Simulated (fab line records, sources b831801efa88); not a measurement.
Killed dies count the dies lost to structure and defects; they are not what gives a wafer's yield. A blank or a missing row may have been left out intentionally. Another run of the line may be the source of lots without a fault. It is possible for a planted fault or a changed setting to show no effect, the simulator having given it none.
fab line records + flow sky130 + part 2 of 2: steps 26 to 35 of 35
record
- lots=5
- wafers=15
- last-day=49
route steps=708 shown VIA3@577 METAL4@598 CAP2M@603
lots that met no fault: from a run of the same line without faults
start-h: start of the lot's first displayed wafer, in hours after the record's first day + wait-h: how many hours have passed since the lot's step before this one + " as in the row above + L1.1+2: one row covering several wafers at once + - no value, or no start was given + * or withheld: withheld + < > ~ a bound
route shown NAME@n: a module of which the file shows steps, and the number in the route of the first + usual: mean and standard deviation over wafers with no fault + same: alike in all rows + chamber/n: place in a boat + sites: the reading at each site + _std_site: the standard deviation of these + _edge_site: inner sites' mean taken away from outer sites' mean + radius-mm: how far each site lies from the wafer's centre + mask NAME#n: copy n + behind: the last tool/chamber to shape the wafer + hold: what put the lot on hold/how long, in hours/how the hold closed + device: the n, p or np transistor that did not switch + end of line: the route-end tests of the same wafers + a step without rows: its recipe alone + killed: not the wafer's yield, but the dies lost to structure and defects at the first sort + map: dies across one wafer; x = killed, . = not, _ = none there
set.NAME: the setting the step ran with; set.NAME@STEP: the setting that earlier step ran with + model.NAME: the simulator's own value behind a step, which no gauge read
lots seen at some steps along the route; tables by step, rows by wafer
services: the hour from which a tool's chamber was out of use, counted from the record's first day as start-h (under 0 if before that day), plus the number of hours and why
## steps
# step SKY_METAL4_SPUTTER_04
# recipe
- material=TiN
- target-thk-nm=70
- power-w=6500
- time-s=58.3
- chamber-pressure-pa=0.4
# usual
- throttle-valve-pct=30.1/0.78
| lot.wafer | tool           | chamber | start-h | wait-h | throttle-valve-pct |
|-----------|----------------|---------|---------|--------|--------------------|
| L074.2    | pvd-sputter-01 | -       | 931.74  | 0.0    | 30.5               |
| L074.5    | "              | -       | "       | "      | 30.1               |
| L074.6    | "              | -       | "       | "      | 29.8               |
| L075.3    | pvd-sputter-01 | -       | 932.33  | 0.0    | 30.2               |
| L075.4    | "              | -       | "       | "      | 29.9               |
| L075.6    | "              | -       | "       | "      | 30.4               |
| L087.1    | pvd-sputter-01 | -       | 1026.13 | 0.0    | 28.3               |
| L087.2    | "              | -       | "       | "      | 29.8               |
| L087.5    | "              | -       | "       | "      | 30.2               |
| L088.1    | pvd-sputter-04 | -       | 1026.76 | 0.0    | 30.0               |
| L088.4    | "              | -       | "       | "      | 29.8               |
| L088.5    | "              | -       | "       | "      | 30.2               |
| L090.3    | pvd-sputter-03 | -       | 1041.58 | 0.0    | 31.4               |
| L090.4    | "              | -       | "       | "      | 30.7               |
| L090.5    | "              | -       | "       | "      | 30.9               |
# step SKY_CAP2M_CVD_00
# recipe
- material=SiO2
- target-thk-nm=15.5
- temp-c=400
- time-s=withheld
- rf-w=450
# usual
- heater-power-w=676/88
| lot.wafer | tool     | chamber | start-h | wait-h | heater-power-w |
|-----------|----------|---------|---------|--------|----------------|
| L074.2    | pecvd-02 | 2       | 931.79  | 0.0    | 751            |
| L074.5    | "        | 2       | "       | "      | 752            |
| L074.6    | "        | 0       | "       | "      | 591            |
| L075.3    | pecvd-01 | 1       | 932.38  | 0.0    | 751            |
| L075.4    | "        | 1       | "       | "      | 716            |
| L075.6    | "        | 2       | "       | "      | 575            |
| L087.1    | pecvd-02 | 2       | 1026.18 | 0.0    | 708            |
| L087.2    | "        | 1       | "       | "      | 678            |
| L087.5    | "        | 0       | "       | "      | 693            |
| L088.1    | pecvd-01 | 0       | 1026.81 | 0.0    | 676            |
| L088.4    | "        | 2       | "       | "      | 521            |
| L088.5    | "        | 0       | "       | "      | 682            |
| L090.3    | pecvd-01 | 1       | 1041.63 | 0.0    | 798            |
| L090.4    | "        | 2       | "       | "      | 636            |
| L090.5    | "        | 0       | "       | "      | 634            |
# step SKY_CAP2M_THK_MEAS_01
# recipe
- reads=SiO2_of_CAP2M_CVD_00
# usual
- CAP2M_CVD_00_THK=15.47/0.26
| lot.wafer | tool          | chamber | start-h | wait-h | CAP2M_CVD_00_THK[nm] |
|-----------|---------------|---------|---------|--------|----------------------|
| L074.2    | film-metro-03 | -       | 931.82  | -      | 15.58                |
| L074.5    | "             | -       | "       | "      | 15.74                |
| L074.6    | "             | -       | "       | "      | 15.77                |
| L075.3    | film-metro-02 | -       | 932.42  | -      | 15.39                |
| L075.4    | "             | -       | "       | "      | 15.75                |
| L075.6    | "             | -       | "       | "      | 15.61                |
| L087.1    | film-metro-03 | -       | 1026.32 | -      | 15.57                |
| L087.2    | "             | -       | "       | "      | 15.12                |
| L087.5    | "             | -       | "       | "      | 15.54                |
| L088.1    | film-metro-02 | -       | 1026.83 | -      | 15.53                |
| L088.4    | "             | -       | "       | "      | 15.87                |
| L088.5    | "             | -       | "       | "      | 15.78                |
| L090.3    | film-metro-04 | -       | 1041.67 | -      | 15.31                |
| L090.4    | "             | -       | "       | "      | 15.25                |
| L090.5    | "             | -       | "       | "      | 15.15                |
# step SKY_CAP2M_SPUTTER_02
# recipe
- material=TiN
- target-thk-nm=200
- temp-c=300
- power-w=6500
- time-s=166.7
- chamber-pressure-pa=0.4
# usual
- throttle-valve-pct=30.3/0.65
| lot.wafer | tool           | chamber | start-h | wait-h | throttle-valve-pct |
|-----------|----------------|---------|---------|--------|--------------------|
| L074.2    | pvd-sputter-03 | -       | 931.87  | 0.0    | 30.7               |
| L074.5    | "              | -       | "       | "      | 30.5               |
| L074.6    | "              | -       | "       | "      | 31.1               |
| L075.3    | pvd-sputter-03 | -       | 932.46  | 0.0    | 30.5               |
| L075.4    | "              | -       | "       | "      | 30.8               |
| L075.6    | "              | -       | "       | "      | 31.1               |
| L087.1    | pvd-sputter-02 | -       | 1026.38 | 0.1    | 29.5               |
| L087.2    | "              | -       | "       | "      | 30.7               |
| L087.5    | "              | -       | "       | "      | 29.9               |
| L088.1    | pvd-sputter-02 | -       | 1026.89 | 0.1    | 29.6               |
| L088.4    | "              | -       | "       | "      | 29.7               |
| L088.5    | "              | -       | "       | "      | 30.5               |
| L090.3    | pvd-sputter-03 | -       | 1041.71 | 0.0    | 31.1               |
| L090.4    | "              | -       | "       | "      | 30.6               |
| L090.5    | "              | -       | "       | "      | 30.8               |
# step SKY_CAP2M_RS_MEAS_03
# recipe
- thk-meas-gauge=four-point-probe
- reads=TiN_of_CAP2M_SPUTTER_02
# usual
- CAP2M_TIN_RS=6.90/0.072
| lot.wafer | tool          | chamber | start-h | wait-h | CAP2M_TIN_RS[ohm/sq] |
|-----------|---------------|---------|---------|--------|----------------------|
| L074.2    | film-metro-03 | -       | 932.00  | 0.1    | 6.90                 |
| L074.5    | "             | -       | "       | "      | 6.91                 |
| L074.6    | "             | -       | "       | "      | 7.02                 |
| L075.3    | film-metro-02 | -       | 932.61  | 0.1    | 6.87                 |
| L075.4    | "             | -       | "       | "      | 6.83                 |
| L075.6    | "             | -       | "       | "      | 6.97                 |
| L087.1    | film-metro-03 | -       | 1026.49 | 0.1    | 6.90                 |
| L087.2    | "             | -       | "       | "      | 6.95                 |
| L087.5    | "             | -       | "       | "      | 6.88                 |
| L088.1    | film-metro-03 | -       | 1027.00 | 0.1    | 6.90                 |
| L088.4    | "             | -       | "       | "      | 6.97                 |
| L088.5    | "             | -       | "       | "      | 6.99                 |
| L090.3    | film-metro-02 | -       | 1041.86 | 0.1    | 6.81                 |
| L090.4    | "             | -       | "       | "      | 6.77                 |
| L090.5    | "             | -       | "       | "      | 6.83                 |
# step SKY_CAP2M_THK_MEAS_04
# recipe
- thk-meas-gauge=xrf
- reads=TiN_of_CAP2M_SPUTTER_02
# usual
- CAP2M_TIN_THK=200.5/2
| lot.wafer | tool          | chamber | start-h | wait-h | CAP2M_TIN_THK[nm] |
|-----------|---------------|---------|---------|--------|-------------------|
| L074.2    | film-metro-03 | -       | 932.11  | 0.1    | 200.5             |
| L074.5    | "             | -       | "       | "      | 200.3             |
| L074.6    | "             | -       | "       | "      | 198.9             |
| L075.3    | film-metro-02 | -       | 932.71  | 0.1    | 202.5             |
| L075.4    | "             | -       | "       | "      | 204.1             |
| L075.6    | "             | -       | "       | "      | 200.2             |
| L087.1    | film-metro-03 | -       | 1026.61 | 0.1    | 199.9             |
| L087.2    | "             | -       | "       | "      | 198.6             |
| L087.5    | "             | -       | "       | "      | 201.0             |
| L088.1    | film-metro-03 | -       | 1027.12 | 0.1    | 200.3             |
| L088.4    | "             | -       | "       | "      | 198.5             |
| L088.5    | "             | -       | "       | "      | 197.9             |
| L090.3    | film-metro-02 | -       | 1041.96 | 0.1    | 203.4             |
| L090.4    | "             | -       | "       | "      | 203.6             |
| L090.5    | "             | -       | "       | "      | 202.1             |
# step SKY_CAP2M_DEHYDRATE_05
# recipe
- temp-c=200
- time-s=60
# usual
- exhaust-pa=45.0/0.81
| lot.wafer | tool           | chamber | start-h | wait-h | exhaust-pa |
|-----------|----------------|---------|---------|--------|------------|
| L074.2    | litho-track-03 | 0       | 943.92  | 11.8   | 43.8       |
| L074.5    | "              | 0       | "       | "      | 44.3       |
| L074.6    | "              | 0       | "       | "      | 43.7       |
| L075.3    | litho-track-03 | 0       | 944.84  | 12.1   | 45.0       |
| L075.4    | "              | 0       | "       | "      | 44.7       |
| L075.6    | "              | 0       | "       | "      | 44.9       |
| L087.1    | litho-track-03 | 0       | 1037.44 | 10.8   | 45.6       |
| L087.2    | "              | 0       | "       | "      | 45.4       |
| L087.5    | "              | 0       | "       | "      | 44.8       |
| L088.1    | litho-track-04 | 0       | 1037.78 | 10.6   | 44.5       |
| L088.4    | "              | 0       | "       | "      | 44.9       |
| L088.5    | "              | 0       | "       | "      | 44.9       |
| L090.3    | litho-track-02 | 0       | 1051.76 | 9.8    | 43.5       |
| L090.4    | "              | 0       | "       | "      | 44.3       |
| L090.5    | "              | 0       | "       | "      | 43.7       |
# step SKY_CAP2M_HMDS_06
# recipe
- prime-time-s=60
- prime-temp-c=120
# usual
- exhaust-pa=45.1/0.88
| lot.wafer | tool           | chamber | start-h | wait-h | exhaust-pa |
|-----------|----------------|---------|---------|--------|------------|
| L074.2    | litho-track-03 | 0       | 944.07  | 0.1    | 46.6       |
| L074.5    | "              | 0       | "       | "      | 49.2       |
| L074.6    | "              | 0       | "       | "      | 45.4       |
| L075.3    | litho-track-03 | 0       | 944.99  | 0.1    | 44.8       |
| L075.4    | "              | 0       | "       | "      | 45.8       |
| L075.6    | "              | 0       | "       | "      | 45.1       |
| L087.1    | litho-track-03 | 0       | 1037.59 | 0.1    | 45.1       |
| L087.2    | "              | 0       | "       | "      | 45.7       |
| L087.5    | "              | 0       | "       | "      | 44.1       |
| L088.1    | litho-track-04 | 0       | 1037.93 | 0.1    | 44.1       |
| L088.4    | "              | 0       | "       | "      | 43.7       |
| L088.5    | "              | 0       | "       | "      | 43.5       |
| L090.3    | litho-track-02 | 0       | 1051.91 | 0.1    | 45.3       |
| L090.4    | "              | 0       | "       | "      | 44.0       |
| L090.5    | "              | 0       | "       | "      | 44.8       |
# step SKY_CAP2M_COAT_07
# recipe
- resist=NOVOLAK
- spin-rpm=3000
- resist-thk-nm=1140
# usual
- exhaust-pa=45.1/0.88
| lot.wafer | tool           | chamber | start-h | wait-h | exhaust-pa |
|-----------|----------------|---------|---------|--------|------------|
| L074.2    | litho-track-03 | 0       | 944.22  | 0.1    | 44.9       |
| L074.5    | "              | 0       | "       | "      | 45.2       |
| L074.6    | "              | 0       | "       | "      | 45.9       |
| L075.3    | litho-track-03 | 0       | 945.14  | 0.1    | 45.0       |
| L075.4    | "              | 0       | "       | "      | 44.9       |
| L075.6    | "              | 0       | "       | "      | 43.9       |
| L087.1    | litho-track-03 | 0       | 1037.74 | 0.1    | 45.5       |
| L087.2    | "              | 0       | "       | "      | 46.1       |
| L087.5    | "              | 0       | "       | "      | 45.5       |
| L088.1    | litho-track-04 | 0       | 1038.08 | 0.1    | 44.1       |
| L088.4    | "              | 0       | "       | "      | 43.6       |
| L088.5    | "              | 0       | "       | "      | 43.3       |
| L090.3    | litho-track-02 | 0       | 1052.06 | 0.1    | 45.6       |
| L090.4    | "              | 0       | "       | "      | 46.0       |
| L090.5    | "              | 0       | "       | "      | 44.4       |
# step SKY_CAP2M_SOFTBAKE_08
# recipe
- temp-c=90
- time-s=60
- resist=NOVOLAK
# usual
- exhaust-pa=44.9/0.89
| lot.wafer | tool           | chamber | start-h | wait-h | exhaust-pa |
|-----------|----------------|---------|---------|--------|------------|
| L074.2    | litho-track-03 | 0       | 944.37  | 0.1    | 44.2       |
| L074.5    | "              | 0       | "       | "      | 44.7       |
| L074.6    | "              | 0       | "       | "      | 44.0       |
| L075.3    | litho-track-03 | 0       | 945.29  | 0.1    | 45.1       |
| L075.4    | "              | 0       | "       | "      | 44.0       |
| L075.6    | "              | 0       | "       | "      | 45.2       |
| L087.1    | litho-track-03 | 0       | 1037.89 | 0.1    | 45.6       |
| L087.2    | "              | 0       | "       | "      | 45.1       |
| L087.5    | "              | 0       | "       | "      | 45.4       |
| L088.1    | litho-track-04 | 0       | 1038.23 | 0.1    | 45.3       |
| L088.4    | "              | 0       | "       | "      | 45.1       |
| L088.5    | "              | 0       | "       | "      | 46.2       |
| L090.3    | litho-track-02 | 0       | 1052.21 | 0.1    | 45.0       |
| L090.4    | "              | 0       | "       | "      | 43.2       |
| L090.5    | "              | 0       | "       | "      | 43.4       |
## services
| tool            | chamber | start-h | hours | kind   |
|-----------------|---------|---------|-------|--------|
| cmp-02          | -       | 912.53  | 4.0   | pm     |
| pecvd-01        | -       | 915.91  | 4.3   | pm     |
| pecvd-02        | 1       | 916.20  | 1.7   | repair |
| krf-scanner-01  | -       | 921.58  | 0.6   | repair |
| pvd-sputter-02  | -       | 928.40  | 1.7   | repair |
| cvd-w-01        | -       | 944.07  | 14.6  | pm     |
| cmp-02          | -       | 946.04  | 0.3   | repair |
| cmp-02          | -       | 958.98  | 1.1   | repair |
| rie-diel-03     | -       | 959.63  | 0.5   | repair |
| krf-scanner-01  | -       | 964.51  | 0.5   | repair |
| krf-scanner-01  | -       | 969.60  | 1.4   | repair |
| plasma-asher-04 | -       | 970.43  | 4.3   | repair |
| rie-diel-04     | 1       | 972.59  | 8.7   | repair |
| pvd-sputter-03  | -       | 985.08  | 0.5   | repair |
| krf-scanner-01  | -       | 985.18  | 1.0   | pm     |
| krf-scanner-01  | -       | 999.07  | 1.1   | repair |
| plasma-asher-04 | -       | 1009.51 | 4.9   | repair |
| cvd-w-01        | -       | 1010.57 | 6.0   | pm     |
| rie-diel-04     | 2       | 1016.73 | 5.7   | repair |
| pvd-sputter-03  | -       | 1020.49 | 6.9   | repair |
| rie-diel-03     | 0       | 1027.24 | 18.4  | repair |
| krf-scanner-01  | -       | 1032.47 | 1.3   | pm     |
| cmp-02          | -       | 1039.52 | 1.0   | repair |
| plasma-asher-04 | -       | 1050.82 | 2.6   | repair |
